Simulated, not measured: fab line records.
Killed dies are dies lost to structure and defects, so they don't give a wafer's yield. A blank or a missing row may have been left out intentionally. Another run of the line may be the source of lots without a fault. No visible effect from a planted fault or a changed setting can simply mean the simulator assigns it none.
Which tool was responsible? :: flow sfqLine :: route of 325 steps, sampled at 1 step: 14 lots, 42 wafers

== WHAT THE GAUGES SHOWED, per wafer ==
No reading from a measuring or inspecting step in the record can be judged against a usual standard deviation.

== WHAT TOOL EACH LOT RAN ON (gives the tool, then ch and the chambers of the sampled wafers, and finally the start) ==
lot: L633
SFQ_TRILAYER_M2_ETCH_METAL_ETCH_060: rieMetal-02 ch 0,1, day 36 11:06

lot: L634
SFQ_TRILAYER_M2_ETCH_METAL_ETCH_060: rieMetal-02 ch 0,1, day 36 14:42

lot: L635
SFQ_TRILAYER_M2_ETCH_METAL_ETCH_060: rieMetal-03 ch 1, day 36 15:54

lot: L636
SFQ_TRILAYER_M2_ETCH_METAL_ETCH_060: rieMetal-02 ch 1, day 37 02:51

lot: L637
SFQ_TRILAYER_M2_ETCH_METAL_ETCH_060: rieMetal-03 ch 0,1, day 37 13:30

lot: L638
SFQ_TRILAYER_M2_ETCH_METAL_ETCH_060: rieMetal-02 ch 0,1, day 38 03:54

lot: L641
SFQ_TRILAYER_M2_ETCH_METAL_ETCH_060: rieMetal-02 ch 0,1, day 39 11:44

lot: L643
SFQ_TRILAYER_M2_ETCH_METAL_ETCH_060: rieMetal-03 ch 0,1, day 39 18:58

lot: L645
SFQ_TRILAYER_M2_ETCH_METAL_ETCH_060: rieMetal-03 ch 0,1, day 39 22:32

lot: L650
SFQ_TRILAYER_M2_ETCH_METAL_ETCH_060: rieMetal-01 ch 0,1, day 40 08:08

lot: L651
SFQ_TRILAYER_M2_ETCH_METAL_ETCH_060: rieMetal-02 ch 0, day 40 09:20

lot: L652
SFQ_TRILAYER_M2_ETCH_METAL_ETCH_060: rieMetal-01 ch 0,1, day 40 11:44

lot: L653
SFQ_TRILAYER_M2_ETCH_METAL_ETCH_060: rieMetal-02 ch 0,1, day 40 14:08

lot: L655
SFQ_TRILAYER_M2_ETCH_METAL_ETCH_060: rieMetal-01 ch 0,1, day 40 16:32
- SFQ_TRILAYER_M2_ETCH_METAL_ETCH_060: etches Nb in Cl2/Ar, stops on SiO2, target depth 240 nm, time 120 s.

== AS READ BY THE TOOLS THEMSELVES (means over the sampled wafers that have a number; for cases with no such wafer, the mark the record gives instead) ==
SFQ_TRILAYER_M2_ETCH_METAL_ETCH_060. Usual: biasW 80.00 W, standard deviation 0.22; drypumpMotorCurrentA 6.09 A, standard deviation 0.3; oesProductAu 0.895 a.u., standard deviation 0.0085.
lot: L633
tool: rieMetal-02
biasW (W): 80.24
drypumpMotorCurrentA (A): 6.17
oesProductAu (a.u.): 0.888
flag: 

lot: L634
tool: rieMetal-02
biasW (W): 79.94
drypumpMotorCurrentA (A): 6.01
oesProductAu (a.u.): 0.903
flag: 

lot: L635
tool: rieMetal-03
biasW (W): 80.09
drypumpMotorCurrentA (A): 5.72
oesProductAu (a.u.): 0.895
flag: 

lot: L636
tool: rieMetal-02
biasW (W): 79.84
drypumpMotorCurrentA (A): 5.87
oesProductAu (a.u.): 0.898
flag: 

lot: L637
tool: rieMetal-03
biasW (W): 80.03
drypumpMotorCurrentA (A): 6.00
oesProductAu (a.u.): 0.899
flag: 

lot: L638
tool: rieMetal-02
biasW (W): 80.07
drypumpMotorCurrentA (A): 6.03
oesProductAu (a.u.): 0.905
flag: 

lot: L641
tool: rieMetal-02
biasW (W): 79.66
drypumpMotorCurrentA (A): 6.02
oesProductAu (a.u.): 0.894
flag: 

lot: L643
tool: rieMetal-03
biasW (W): 75.59
drypumpMotorCurrentA (A): 6.01
oesProductAu (a.u.): 0.888
flag: OFF

lot: L645
tool: rieMetal-03
biasW (W): 75.62
drypumpMotorCurrentA (A): 6.02
oesProductAu (a.u.): 0.885
flag: OFF

lot: L650
tool: rieMetal-01
biasW (W): 79.86
drypumpMotorCurrentA (A): 5.99
oesProductAu (a.u.): 0.899
flag: 

lot: L651
tool: rieMetal-02
biasW (W): 80.27
drypumpMotorCurrentA (A): 6.26
oesProductAu (a.u.): 0.894
flag: 

lot: L652
tool: rieMetal-01
biasW (W): 79.79
drypumpMotorCurrentA (A): 6.05
oesProductAu (a.u.): 0.897
flag: 

lot: L653
tool: rieMetal-02
biasW (W): 79.96
drypumpMotorCurrentA (A): 6.12
oesProductAu (a.u.): 0.897
flag: 

lot: L655
tool: rieMetal-01
biasW (W): 80.01
drypumpMotorCurrentA (A): 6.02
oesProductAu (a.u.): 0.889
flag: 

== THE ANSWER, worked out from the rows above alone ==
Rule: a lot counts as off when the mean over its wafers that have a number is more than 3 standard deviations away from the usual mean. Also off: a lot with no number at a reading for which 4 or more lots have one. The other lots that the step has rows for count as sound. The gauges are gone through in route order, then the tools' own readings, and for those a lot's mean is taken as printed above. At the first step where some lot is off, the reading lying furthest off is the one used; lots without a number count as furthest.
Off at SFQ_TRILAYER_M2_ETCH_METAL_ETCH_060 (biasW): L643, L645.
A tool fits if, at that step or a process step before it, it ran every lot that is off, and no sound lot after the first of them. One candidate fits, namely rieMetal-03 at SFQ_TRILAYER_M2_ETCH_METAL_ETCH_060. A fault onset in the window from L637 (day 37 13:30, its last sound lot) to L643 (day 39 18:58, its first lot off) fits.
On the lots that are off, the tool's own readings at SFQ_TRILAYER_M2_ETCH_METAL_ETCH_060 differ by more than 5 times the standard deviation of the sound lots' means, which bears it out; biasW reads 75.61 W there versus 79.98 W on the sound lots.

== WHAT THE SIMULATOR HAD PUT IN ==
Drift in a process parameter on rieMetal-03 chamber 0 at SFQ_TRILAYER_M2_ETCH_METAL_ETCH_060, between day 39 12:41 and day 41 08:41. A move of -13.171 in setting biasW, from 80. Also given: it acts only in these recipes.
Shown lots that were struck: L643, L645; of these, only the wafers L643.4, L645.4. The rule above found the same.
